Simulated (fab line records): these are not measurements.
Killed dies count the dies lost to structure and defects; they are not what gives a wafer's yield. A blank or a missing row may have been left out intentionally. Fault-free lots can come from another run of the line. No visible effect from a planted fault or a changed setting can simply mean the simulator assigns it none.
Tool commonality check	flow sky130	Sampled: 14 lots, 42 wafers

## REASON IT WAS OPENED
2 of 14 lots carry a flag on the reading SD_N_RS at SKY_SD_N_RS_MEAS_16. Fault-free wafers read 68.67 ohm/sq, with a standard deviation of 0.17.
Rule: a lot gets a flag if all its wafers with a number sit over 4 standard deviations from that mean, or if no wafer of it has a number. As for the other lots, they are considered sound.

lot	measured	on	SD_N_RS (ohm/sq), wafer by wafer	flag
L737	day 28 02:17	film_metro-01	68.51 68.62 68.69	
L739	day 28 18:56	film_metro-02	68.42 68.51 68.43	
L740	day 29 03:39	film_metro-03	68.85 68.80 68.88	
L741	day 29 06:58	film_metro-03	69.06 68.73 68.72	
L743	day 29 20:22	film_metro-01	68.55 68.61 68.51	
L744	day 31 01:31	film_metro-03	68.81 68.84 68.91	
L745	day 31 04:03	film_metro-03	68.78 68.80 68.77	
L746	day 31 05:28	film_metro-03	68.70 68.89 68.81	
L748	day 31 13:07	film_metro-03	69.01 68.79 68.83	
L747	day 31 18:07	film_metro-02	68.51 68.67 68.66	
L749	day 31 21:56	film_metro-01	68.52 68.38 68.62	
L757	day 34 09:14	film_metro-01	67.38 67.60 67.53	FLAGGED
L759	day 35 10:03	film_metro-03	67.64 67.69 67.72	FLAGGED
L760	day 35 14:08	film_metro-02	68.64 68.46 68.53	
On average the flagged lots' numbers are 67.59 ohm/sq, which is -1.08 ohm/sq against the usual, or -6 standard deviations.

## TOOL THAT RAN EACH LOT
The record keeps 1 process step preceding the reading, out of 708 steps on the route. Cell contents, in order: the tool; ch with the chambers the sampled wafers went through; the start.
lot	flag	SKY_SD_N_RTA_14
L737		rtp_anneal-02 ch 0, day 28 02:07
L739		rtp_anneal-02 ch 0, day 28 18:45
L740		rtp_anneal-01 ch 0, day 29 03:28
L741		rtp_anneal-02 ch 0, day 29 06:46
L743		rtp_anneal-02 ch 0, day 29 20:11
L744		rtp_anneal-01 ch 0, day 31 01:19
L745		rtp_anneal-02 ch 0, day 31 03:49
L746		rtp_anneal-01 ch 0, day 31 05:16
L748		rtp_anneal-02 ch 0, day 31 12:55
L747		rtp_anneal-01 ch 0, day 31 17:55
L749		rtp_anneal-02 ch 0, day 31 21:44
L757	FLAGGED	rtp_anneal-02 ch 0, day 34 09:04
L759	FLAGGED	rtp_anneal-02 ch 0, day 35 09:52
L760		rtp_anneal-01 ch 0, day 35 13:58
These steps, and what they do:
- SKY_SD_N_RTA_14: time 2 s.
- SKY_SD_N_RS_MEAS_16: measures by four-point-probe.

## FLAGGED AGAINST TOTAL, ONE TOOL AT A TIME (gauges that did the reading follow at the end)
step	tool	lots run	flagged	share of the flagged lots	sound lots run after its first flagged lot
SKY_SD_N_RTA_14	rtp_anneal-01	5	0	none	-
SKY_SD_N_RTA_14	rtp_anneal-02	9	2	all	0
SKY_SD_N_RS_MEAS_16	film_metro-01	4	1	some	0
SKY_SD_N_RS_MEAS_16	film_metro-02	3	0	none	-
SKY_SD_N_RS_MEAS_16	film_metro-03	7	1	some	0

## THE TABLE: WHAT IT ALLOWS
Rows of the table that ran each flagged lot: 1, that is rtp_anneal-02 at SKY_SD_N_RTA_14.
- rtp_anneal-02 at SKY_SD_N_RTA_14: 2 of its 9 lots flagged. A fault beginning between L749 (day 31 21:44), its last sound lot, and L757 (day 34 09:04), its first flagged one, fits the data. Its own readings (wafer_temp_C_max) fall more than 4 standard deviations out on all wafers of the flagged lots.
Just one tool remains: rtp_anneal-02 at SKY_SD_N_RTA_14.

## WHAT THE SIMULATOR HAD PUT IN
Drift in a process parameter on rtp_anneal-02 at SKY_SD_N_RTA_14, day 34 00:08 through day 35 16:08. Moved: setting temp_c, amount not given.
Lots struck among those shown: L757, L759. This agrees with what the rule above found.
